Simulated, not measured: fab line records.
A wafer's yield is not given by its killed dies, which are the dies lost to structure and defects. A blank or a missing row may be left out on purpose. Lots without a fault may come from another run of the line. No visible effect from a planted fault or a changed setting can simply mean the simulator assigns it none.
Commonality check across tools / flow sky130 / 11 lots and 39 wafers in the sample

## THE REASON FOR OPENING IT
Of 11 lots, 2 have the reading GATE_OXIDE_OXIDATION_00_THK flagged at SKY_GATE_OXIDE_THK_MEAS_02. Wafers without a fault read 10.32 nm, standard deviation 0.18.
Rule: a lot is flagged when every wafer of it that has a number lies more than 4 standard deviations from that mean, or none has a number. As for the other lots, they are considered sound.

lot=L594; measured=day 12 15:43; on=film metro-04; GATE_OXIDE_OXIDATION_00_THK (nm), wafer by wafer=10.65 10.42 10.52; flag=
lot=L597; measured=day 13 21:34; on=film metro-03; GATE_OXIDE_OXIDATION_00_THK (nm), wafer by wafer=10.20 10.21 10.32; flag=
lot=L600; measured=day 14 12:46; on=film metro-04; GATE_OXIDE_OXIDATION_00_THK (nm), wafer by wafer=10.12 10.24 10.25; flag=
lot=L602; measured=day 15 16:38; on=film metro-02; GATE_OXIDE_OXIDATION_00_THK (nm), wafer by wafer=12.79 12.76 12.75 12.72 12.70 12.76; flag=FLAGGED
lot=L603; measured=day 15 16:38; on=film metro-04; GATE_OXIDE_OXIDATION_00_THK (nm), wafer by wafer=12.84 12.93 12.68 12.81 12.86 12.68; flag=FLAGGED
lot=L611; measured=day 18 17:40; on=film metro-04; GATE_OXIDE_OXIDATION_00_THK (nm), wafer by wafer=10.53 10.28 10.44; flag=
lot=L612; measured=day 18 17:40; on=film metro-02; GATE_OXIDE_OXIDATION_00_THK (nm), wafer by wafer=10.42 10.30 10.46; flag=
lot=L613; measured=day 19 02:33; on=film metro-02; GATE_OXIDE_OXIDATION_00_THK (nm), wafer by wafer=10.35 10.28 10.56; flag=
lot=L614; measured=day 19 17:19; on=film metro-03; GATE_OXIDE_OXIDATION_00_THK (nm), wafer by wafer=10.13 10.30 10.35; flag=
lot=L615; measured=day 19 23:02; on=film metro-03; GATE_OXIDE_OXIDATION_00_THK (nm), wafer by wafer=10.90 10.67 10.59; flag=
lot=L617; measured=day 20 10:37; on=film metro-02; GATE_OXIDE_OXIDATION_00_THK (nm), wafer by wafer=10.11 10.10 10.09; flag=
On average the flagged lots' numbers are 12.77 nm, which is +2.45 nm against the usual, or +14 standard deviations.

## WHICH TOOL RAN EACH LOT
The record holds 1 process step before the reading, out of a route of 708 steps. Each cell gives the tool, then ch followed by the chambers the sampled wafers passed through, then the start.
lot=L594; flag=; SKY_GATE_OXIDE_OXIDATION_01=furnace-01 ch 0, day 12 14:18
lot=L597; flag=; SKY_GATE_OXIDE_OXIDATION_01=furnace-02 ch 0, day 13 20:07
lot=L600; flag=; SKY_GATE_OXIDE_OXIDATION_01=furnace-01 ch 0, day 14 11:21
lot=L602; flag=FLAGGED; SKY_GATE_OXIDE_OXIDATION_01=furnace-02 ch 0, day 15 15:14
lot=L603; flag=FLAGGED; SKY_GATE_OXIDE_OXIDATION_01=furnace-02 ch 0, day 15 15:14
lot=L611; flag=; SKY_GATE_OXIDE_OXIDATION_01=furnace-01 ch 0, day 18 16:15
lot=L612; flag=; SKY_GATE_OXIDE_OXIDATION_01=furnace-01 ch 0, day 18 16:15
lot=L613; flag=; SKY_GATE_OXIDE_OXIDATION_01=furnace-02 ch 0, day 19 01:08
lot=L614; flag=; SKY_GATE_OXIDE_OXIDATION_01=furnace-01 ch 0, day 19 15:53
lot=L615; flag=; SKY_GATE_OXIDE_OXIDATION_01=furnace-01 ch 0, day 19 21:36
lot=L617; flag=; SKY_GATE_OXIDE_OXIDATION_01=furnace-01 ch 0, day 20 09:11
These steps, and what they do:
- SKY_GATE_OXIDE_OXIDATION_01: stabilise 600 s, purge 300 s, target thk 10.268 nm.
- SKY_GATE_OXIDE_THK_MEAS_02

## FLAGGED OVER TOTAL, TOOL BY TOOL (the gauges that took the reading come last)
step=SKY_GATE_OXIDE_OXIDATION_01; tool=furnace-01; lots run=7; flagged=0; share of the flagged lots=none; sound lots run after its first flagged lot=-
step=SKY_GATE_OXIDE_OXIDATION_01; tool=furnace-02; lots run=4; flagged=2; share of the flagged lots=all; sound lots run after its first flagged lot=1 (L613)
step=SKY_GATE_OXIDE_THK_MEAS_02; tool=film metro-02; lots run=4; flagged=1; share of the flagged lots=some; sound lots run after its first flagged lot=3 (L612,L613,L617)
step=SKY_GATE_OXIDE_THK_MEAS_02; tool=film metro-03; lots run=3; flagged=0; share of the flagged lots=none; sound lots run after its first flagged lot=-
step=SKY_GATE_OXIDE_THK_MEAS_02; tool=film metro-04; lots run=4; flagged=1; share of the flagged lots=some; sound lots run after its first flagged lot=1 (L611)

## THE TABLE: WHAT IT ALLOWS
In the table, 1 row covers all flagged lots: furnace-02 at SKY_GATE_OXIDE_OXIDATION_01.
- furnace-02 at SKY_GATE_OXIDE_OXIDATION_01 ran 4 lots, 2 of them flagged. After the first flagged lot (L613), sound lots still ran on it; a lasting fault on the whole tool would not permit that.
Every row of the table either missed a flagged lot or ran a sound lot after the first.

## WHAT WAS PUT IN BY THE SIMULATOR
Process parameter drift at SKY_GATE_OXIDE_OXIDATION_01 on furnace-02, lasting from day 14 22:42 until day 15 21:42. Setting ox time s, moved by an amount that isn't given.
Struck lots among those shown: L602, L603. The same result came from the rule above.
